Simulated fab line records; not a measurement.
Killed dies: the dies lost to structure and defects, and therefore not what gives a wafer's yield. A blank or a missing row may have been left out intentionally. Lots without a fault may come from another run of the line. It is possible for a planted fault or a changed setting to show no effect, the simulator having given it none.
A lot that was struck, set against a sound lot ; flow sky130 ; 15 steps out of a route of 708
Sound: these wafers, L402.1, L402.2, L402.5. Struck: wafers L408.2, L408.3, L408.5. Last of all comes the cause.
Order at every step that has rows: each side's tool, ch and its chambers, its first start. Under that, the readings that differ: sound wafers ; struck wafers ; difference of the means ; sigmas: that difference in standard deviations of wafers without a fault.
alike: words and numbers the same on both sides, and readings whose means are apart by under 2 such deviations; not compared: readings that were withheld, readings missing a value for some wafer, numbers with overlapping values and no deviation given by the record, and bounds like >300 which may hide the same value.
The two part at a step that has a row with sigmas, a row that says differs or no value, or rows on one side only. Non-overlapping numbers with no deviation appear without sigmas and do not part them. Lack of a reading on every wafer of one side parts them only where that side has two or more wafers.

first, 2 steps without rows for these wafers: SKY_POLY_GATE_CLEAN_19 (cleans in SC1/SC2, time 150 s); SKY_POLY_GATE_OXIDATION_20 (stabilise 600 s, purge 300 s, target thk 4 nm).
SKY_POLY_GATE_THK_MEAS_21:
  sound: film metro-04 at day 19 18:32; struck: film metro-04 at day 22 06:34
  alike: POLY_GATE_OXIDATION_THK
SKY_POLY_GATE_CD_MEAS_22:
  sound: cd sem-01 at day 19 18:36; struck: cd sem-01 at day 22 06:38
  alike: cd nm
then, 7 steps without rows for these wafers: SKY_LDD_N_DEHYDRATE_00 (time 60 s); SKY_LDD_N_HMDS_01 (prime time 60 s); SKY_LDD_N_COAT_02 (resist thk 300 nm); SKY_LDD_N_SOFTBAKE_03 (time 60 s); SKY_LDD_N_EXPOSE_04 (exposes mask NTM, target cd 840 nm); SKY_LDD_N_PEB_05; SKY_LDD_N_DEVELOP_06 (develop time 60 s).
SKY_LDD_N_OVL_MEAS_07:
  sound: overlay-02 at day 21 01:40; struck: overlay-01 at day 23 12:31
  alike: LDD_N_OVL
SKY_LDD_N_IMPLANT_08:
  sound on implanter-04 ch 0, day 21 01:43; struck on implanter-01 ch 0, day 23 12:34
reading;sound;struck;difference;sigmas
beam on s (s);9.79 9.66 10.19;11.11 10.62 11.21;+1.10;+5
end station pressure torr (Torr);5.77e-06 5.61e-06 5.22e-06;7.008e-05 6.96e-05 7.187e-05;+6.498e-05;+99 or more
faraday current uA;430 437 417;368 384 366;-55;-6
after that, 1 step had no rows for these wafers: SKY_LDD_N_IMPLANT_09.
-- here the record skips 26 days between the struck wafers' starts before and after, leaving off in module LDD_N and picking up in module PAD_OPEN (first step shown: number 708 of the route) --
SKY_PAD_OPEN_PROBE_99:
  sound: prober-01 at day 47 23:58; struck: prober-01 at day 49 15:41
reading;sound;struck;difference;sigmas
model.etest.tip n.rs ohm sq;444.7 445.5 442;436.4 438.9 440.4;-5.5;
  alike: killed_at_M0_to_M3, killed_at_M4_up, killed at contacts, killed at front end, killed at other, killed dies, killed on rim, killed open, killed short

## WHERE THEY PART
At SKY_LDD_N_IMPLANT_08 and nowhere else, as far as this record goes. Later steps at which nothing parts them and some readings are alike: SKY_PAD_OPEN_PROBE_99.

WHY: what had been put in by the simulator
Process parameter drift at SKY_LDD_N_IMPLANT_08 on implanter-01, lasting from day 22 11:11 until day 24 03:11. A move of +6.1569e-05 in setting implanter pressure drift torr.
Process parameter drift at SKY_LDD_N_IMPLANT_08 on implanter-01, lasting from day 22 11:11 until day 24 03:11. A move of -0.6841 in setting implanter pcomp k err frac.
